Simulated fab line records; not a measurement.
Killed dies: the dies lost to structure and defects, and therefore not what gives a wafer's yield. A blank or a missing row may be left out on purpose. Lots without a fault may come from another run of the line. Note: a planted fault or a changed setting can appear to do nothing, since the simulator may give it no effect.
Comparing a struck lot with a sound one	flow sky130	15 out of 708 route steps
Sound: the wafers L293.2, L293.3, L293.4. Struck: wafers L302.1, L302.2, L302.4. Last of all comes the cause.
Per side, at each step with rows, come the tool, then ch with its chambers, and then its first start. Under that, the readings that differ: sound wafers	struck wafers	difference of the means	sigmas: that difference in standard deviations of wafers without a fault.
alike: same words and numbers on both sides, and readings whose means sit less than 2 such deviations apart. not compared: any withheld reading, any reading some wafer has no value for, any bound like >300 that may hide the same value, and any number with overlapping values for which the record gives no deviation.
Wherever a step has rows on one side only, a row that says differs or no value, or a row with sigmas, the two part there. Numbers that have no deviation but don't overlap get no sigmas and don't part them. Lack of a reading on every wafer of one side parts them only where that side has two or more wafers.

first, 4 steps without rows for these wafers: SKY_DNWELL_EXPOSE_04 (exposes mask DNM, target cd 3000 nm); SKY_DNWELL_PEB_05; SKY_DNWELL_DEVELOP_06 (develop time 60 s); SKY_DNWELL_IMPLANT_07.
SKY_DNWELL_STRIP_08: strips in O2/N2.
  sound on plasma_asher-03 ch 0,1, day 3 18:00; struck on plasma_asher-03 ch 0,1, day 5 18:25
  alike: drypump_motor_current_A, oes_product_au, strip_time_to_endpoint_s
  not compared: rf_hours_counter_h
SKY_DNWELL_TW_MEAS_09:
  sound on film_metro-03, day 3 18:07; struck on film_metro-01, day 5 18:31
  alike: DNWELL_TW
then, 6 steps without rows for these wafers: SKY_PWDE_DEHYDRATE_00 (time 60 s); SKY_PWDE_HMDS_01 (prime time 60 s); SKY_PWDE_COAT_02 (resist thk 3000 nm); SKY_PWDE_SOFTBAKE_03; SKY_PWDE_EXPOSE_04 (exposes mask PWDEM, target cd 840 nm); SKY_PWDE_PEB_05.
SKY_PWDE_DEVELOP_06: develop time 60 s.
  sound on litho_track-04 ch 0, day 4 10:00; struck on litho_track-01 ch 0, day 6 12:00
SKY_PWDE_OVL_MEAS_07:
  sound on overlay-02, day 4 10:35; struck on overlay-01, day 6 12:41
reading	sound	struck	difference	sigmas
PWDE_OVL (nm)	-2.3 -0.6 -0.4	- - -	no value on the struck wafers	
next, for these wafers, 1 step has no rows: SKY_PWDE_IMPLANT_08.

WHERE THEY PART
At SKY_PWDE_OVL_MEAS_07 and nowhere else, as far as this record goes.

WHY: the cause the simulator had injected
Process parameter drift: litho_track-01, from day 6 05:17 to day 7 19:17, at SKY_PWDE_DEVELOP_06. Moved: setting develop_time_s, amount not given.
